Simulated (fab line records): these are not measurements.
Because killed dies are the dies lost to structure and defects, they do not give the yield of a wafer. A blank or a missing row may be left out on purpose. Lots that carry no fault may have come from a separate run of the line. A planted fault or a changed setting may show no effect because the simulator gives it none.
Which tool was responsible? | flow gf180mcu | 12 lots, 36 wafers sampled, at 6 steps of a route of 602

## WHAT THE GAUGES READ, wafer by wafer
GF_NWELL_OVL_MEAS_07.
lot  | measured    | on         | NWELL_OVL (nm)
L548 | day 3 07:49 | overlay-02 | 2.4 1.2 0.3
L552 | day 4 05:43 | overlay-02 | 2.5 -0.1 1.3
L553 | day 4 10:58 | overlay-02 | -2.5 -2.2 -1.7
L555 | day 4 23:28 | overlay-02 | 0.6 -0.6 -0.3
L556 | day 5 04:19 | overlay-02 | 0.0 -0.1 -0.5
L557 | day 5 08:07 | overlay-01 | -0.1 0.0 -0.5
L558 | day 5 14:40 | overlay-01 | 0.3 0.1 1.9
L565 | day 7 05:10 | overlay-01 | -0.1 0.3 -1.5
L567 | day 7 15:17 | overlay-02 | -1.7 0.5 -0.2
L568 | day 7 19:07 | overlay-01 | -0.8 -1.0 -0.4
L569 | day 8 00:24 | overlay-02 | -1.6 -1.1 -0.4
L571 | day 8 12:04 | overlay-02 | 0.3 0.4 -0.6

GF_NWELL_TW_MEAS_11.
lot  | measured    | on           | NWELL_TW
L548 | day 3 08:16 | filmMetro-03 | 1547 1557 1564
L552 | day 4 06:10 | filmMetro-01 | 1581 1568 1566
L553 | day 4 11:24 | filmMetro-01 | 1575 1579 1572
L555 | day 4 23:53 | filmMetro-01 | 1575 1565 1578
L556 | day 5 04:45 | filmMetro-01 | 1557 1557 1560
L557 | day 5 08:33 | filmMetro-03 | 1533 1543 1548
L558 | day 5 15:07 | filmMetro-03 | 1553 1550 1535
L565 | day 7 05:36 | filmMetro-01 | 1640 1638 1645
L567 | day 7 15:44 | filmMetro-01 | 1636 1637 1627
L568 | day 7 19:32 | filmMetro-04 | 1566 1559 1567
L569 | day 8 00:50 | filmMetro-03 | 1549 1549 1550
L571 | day 8 12:31 | filmMetro-01 | 1582 1573 1575

GF_MVPSD_TW_MEAS_11.
lot  | measured     | on           | MVPSD_TW
L548 | day 5 01:54  | filmMetro-03 | 544 545 544
L552 | day 6 02:16  | filmMetro-04 | 549 548 550
L553 | day 6 07:00  | filmMetro-03 | 548 551 546
L555 | day 6 21:09  | filmMetro-03 | 546 547 548
L556 | day 7 02:06  | filmMetro-01 | 555 554 559
L557 | day 7 06:30  | filmMetro-03 | 547 547 546
L558 | day 7 12:36  | filmMetro-01 | 554 556 555
L565 | day 9 07:24  | filmMetro-03 | 549 548 551
L567 | day 9 17:58  | filmMetro-04 | 550 549 550
L568 | day 9 21:35  | filmMetro-04 | 551 551 550
L569 | day 10 04:23 | filmMetro-04 | 551 552 555
L571 | day 10 17:55 | filmMetro-04 | 553 555 549

GF_VT_IMPLANT_RS_MEAS_47: measurement is done with a four-point probe.
lot  | measured     | on           | NWELL_RS (ohm/sq)
L548 | day 7 14:56  | filmMetro-03 | 485.2 487.2 486.8
L552 | day 8 16:43  | filmMetro-04 | 487.1 487.7 489.2
L553 | day 8 21:44  | filmMetro-03 | 487.4 488.4 488.4
L555 | day 9 14:17  | filmMetro-03 | 486.9 486.1 487.5
L556 | day 9 19:55  | filmMetro-04 | 487.8 487.1 487.7
L557 | day 10 00:46 | filmMetro-01 | 489.0 488.9 488.5
L558 | day 10 05:53 | filmMetro-03 | 487.6 487.5 488.8
L565 | day 12 09:48 | filmMetro-04 | 434.8 434.1 434.7
L567 | day 12 22:53 | filmMetro-04 | 433.7 434.8 434.8
L568 | day 13 02:01 | filmMetro-04 | 488.4 486.4 486.7
L569 | day 13 09:11 | filmMetro-03 | 486.9 488.6 487.8
L571 | day 13 23:15 | filmMetro-04 | 486.0 487.2 487.3

## EACH LOT AND THE TOOL THAT RAN IT (in order: tool; ch and the chambers of the sampled wafers; start)
lot  | GF_NWELL_IMPLANT_09            | GF_MVSD_STRIP_10
L548 | implanter-03 ch 0, day 3 08:01 | plasmaAsher-03 ch 0,1, day 4 11:36
L552 | implanter-01 ch 0, day 4 05:57 | plasmaAsher-03 ch 0,1, day 5 11:08
L553 | implanter-03 ch 0, day 4 11:10 | plasmaAsher-03 ch 0,1, day 5 15:32
L555 | implanter-03 ch 0, day 4 23:38 | plasmaAsher-04 ch 0,1, day 6 05:14
L556 | implanter-02 ch 0, day 5 04:30 | plasmaAsher-04 ch 0,1, day 6 10:08
L557 | implanter-01 ch 0, day 5 08:18 | plasmaAsher-03 ch 0,1, day 6 14:39
L558 | implanter-03 ch 0, day 5 14:52 | plasmaAsher-02 ch 0,1, day 6 20:26
L565 | implanter-03 ch 0, day 7 05:22 | plasmaAsher-02 ch 0,1, day 8 14:05
L567 | implanter-03 ch 0, day 7 15:31 | plasmaAsher-04 ch 0,1, day 9 00:26
L568 | implanter-01 ch 0, day 7 19:17 | plasmaAsher-04 ch 0,1, day 9 04:11
L569 | implanter-01 ch 0, day 8 00:35 | plasmaAsher-02 ch 0,1, day 9 10:32
L571 | implanter-01 ch 0, day 8 12:17 | plasmaAsher-04 ch 0,1, day 9 23:13
- GF_NWELL_IMPLANT_09
- GF_MVSD_STRIP_10: strips in O2/N2.

## AS READ BY THE TOOLS THEMSELVES (means over the sampled wafers that have a number; for cases with no such wafer, the mark the record gives instead)
GF_NWELL_IMPLANT_09.
lot  | tool         | doseIonsCm2 | faradayCurrentUA
L548 | implanter-03 | 3.998e+12   | 22.3
L552 | implanter-01 | 3.993e+12   | 22.6
L553 | implanter-03 | 4.001e+12   | 22.1
L555 | implanter-03 | 4.002e+12   | 22.9
L556 | implanter-02 | 4.001e+12   | 22.6
L557 | implanter-01 | 3.996e+12   | 22.5
L558 | implanter-03 | 4.000e+12   | 22.7
L565 | implanter-03 | 7.671e+12   | 43.5
L567 | implanter-03 | 7.669e+12   | 43.1
L568 | implanter-01 | 3.995e+12   | 22.3
L569 | implanter-01 | 4.000e+12   | 22.8
L571 | implanter-01 | 4.002e+12   | 22.5

GF_MVSD_STRIP_10.
lot  | tool           | drypumpMotorCurrentA (A) | heaterPowerW (W) | n2FlowSccm (sccm) | oesProductAu (a.u.) | stripTimeToEndpointS (s)
L548 | plasmaAsher-03 | 5.3                      | 342              | 300.2             | 0.720               | 37.01
L552 | plasmaAsher-03 | 5.3                      | 338              | 299.4             | 0.723               | 36.90
L553 | plasmaAsher-03 | 5.8                      | 372              | 300.6             | 0.723               | 36.91
L555 | plasmaAsher-04 | 6.5                      | 395              | 300.4             | 0.724               | 37.25
L556 | plasmaAsher-04 | 6.4                      | 384              | 299.9             | 0.726               | 36.84
L557 | plasmaAsher-03 | 5.8                      | 373              | 300.1             | 0.722               | 36.98
L558 | plasmaAsher-02 | 6.1                      | 324              | 301.2             | 0.723               | 36.96
L565 | plasmaAsher-02 | 6.1                      | 323              | 299.8             | 0.723               | 37.09
L567 | plasmaAsher-04 | 6.4                      | 390              | 300.2             | 0.725               | 36.89
L568 | plasmaAsher-04 | 6.3                      | 351              | 299.7             | 0.719               | 36.89
L569 | plasmaAsher-02 | 5.8                      | 354              | 300.6             | 0.725               | 37.06
L571 | plasmaAsher-04 | 6.5                      | 396              | 300.1             | 0.726               | 37.04

## THE ANSWER, worked out from the rows above alone
Rule: the lots themselves supply what counts as usual. The widest of any qualifying gaps counts: lots, ordered by their means at a reading, are off when they make up no more than a third of the lots, leave a main group of 4 or more, and stand apart from it by 3 or more times the standard deviation of that group's means. If all means in a main group match to the digits the tables above print for the reading, that group is not used. A lot without any number at a reading at which 4 lots or more have one is off too. The other lots that the step has rows for count as sound. Order of review: gauges by route order, followed by the tools' own readings, for which a lot's mean as printed above is used. At the first step where some lot is off, the reading lying furthest off is the one used; lots without a number count as furthest.
Off: at GF_NWELL_TW_MEAS_11 (NWELL_TW), L565, L567. Main group: mean 1561, sd 12.
If a tool, at a process step before that reading, ran all the lots that are off and no sound lot after the first of them, it fits. Not tried: the gauges at GF_NWELL_TW_MEAS_11; whatever is off there is also off at GF_VT_IMPLANT_RS_MEAS_47, on other tools, and gauge error can't account for it. One candidate fits, namely implanter-03 at GF_NWELL_IMPLANT_09. Its last sound lot is L558 (day 5 14:52), its first lot that is off L565 (day 7 05:22): a fault that began between those two fits.
The tool's own readings at GF_NWELL_IMPLANT_09 bear it out: on the lots that are off they differ by more than 5 times the standard deviation of the sound lots' means. doseIonsCm2 reads 7.670e+12 there against 3.999e+12 on the sound lots; faradayCurrentUA reads 43.3 there against 22.5 on the sound lots.

## WHAT THE SIMULATOR HAD INSERTED
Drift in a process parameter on implanter-03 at GF_NWELL_IMPLANT_09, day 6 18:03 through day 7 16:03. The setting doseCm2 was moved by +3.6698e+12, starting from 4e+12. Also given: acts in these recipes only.
Struck lots among those shown: L565, L567. This agrees with what the rule above found.
